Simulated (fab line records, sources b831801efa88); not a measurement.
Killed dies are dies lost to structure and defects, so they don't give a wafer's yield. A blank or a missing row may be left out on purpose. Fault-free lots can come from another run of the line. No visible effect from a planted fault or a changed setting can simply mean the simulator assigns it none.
Problem report, 8D (eight disciplines) form, completed by code	flow gf180mcu	the parts of the form that need people (team, actions taken, sign-off) are left out

1. THE ISSUE
Wafers without a fault read 6500.1 W, standard deviation 1.2; cathode_dc_power_W at GF_MIM_SPUTTER_04 reads a mean of 6306.5 W on 9 wafers belonging to 3 lots. So: -99 or more standard deviations from the usual mean.
The step: material TiN, target thk 50 nm, time 41.7 s.
Earliest sighting: wafer L270.2 on pvd_sputter-02 at day 28 12:40. The record holds 15 wafers of 5 lots with a number at this step. The rule behind "out" and "out of limits": a value lying over 4 standard deviations away from the usual mean. All remaining wafers that have a number are taken as sound.

2. WHAT IT IS, AND WHAT IT ISN'T
question	is	is not
which readings at this step	cathode_dc_power_W	throttle_valve_pct
which lots	L270, L271, L272	L264, L282
which wafers of those lots	all that have a number	-
read on which tools	pvd_sputter-02	pvd_sputter-01
when	from day 28 12:40	up to then (3 sound wafers); but 3 sound wafers of L282 came after

3. THE SUSPECTS, EACH WITH WHAT RULES IT OUT
Counting: any tool at a process step up to the reading is kept as a suspect provided that every lot that is out went through it and no sound lot did after the first of them.
- pvd_sputter-02 at GF_MIM_SPUTTER_04 (material TiN, target thk 50 nm, time 41.7 s): kept. It ran every lot that is out, first L270 (day 28 12:40), and no sound lot after that; its last sound lot up to then is L264 (day 26 12:07). On those wafers its own readings are out: cathode_dc_power_W.
The count leaves pvd_sputter-02 at GF_MIM_SPUTTER_04.

4. THE CAUSE (what the simulator had put in)
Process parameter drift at GF_MIM_SPUTTER_04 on pvd_sputter-02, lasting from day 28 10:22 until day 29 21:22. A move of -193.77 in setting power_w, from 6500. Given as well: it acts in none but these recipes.
After counting, this tool was the only one left.

5. THE EFFECT CHAIN, in route order
Each row: a reading whose mean over the struck wafers that have a number lies more than 3 standard deviations from the usual. Readings are gone through only where the record gives a usual standard deviation; hours: the median, over the lots, of the time from a lot's start at the first step in this table giving one to that lot's start at this step; sigmas: the change measured in usual standard deviations.
hours	step	reading	usual	on struck wafers	change	sigmas
0	GF_MIM_SPUTTER_04	cathode_dc_power_W	6500.1 W	6306.5	-193.6	-99 or more
The process steps in it:
- GF_MIM_SPUTTER_04: material TiN, target thk 50 nm, time 41.7 s.

6. HOW IT WOULD HAVE BEEN CAUGHT EARLIER
2 hours passed between the start of the fault at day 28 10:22 and the first reading out of limits in this record, taken at day 28 12:40.
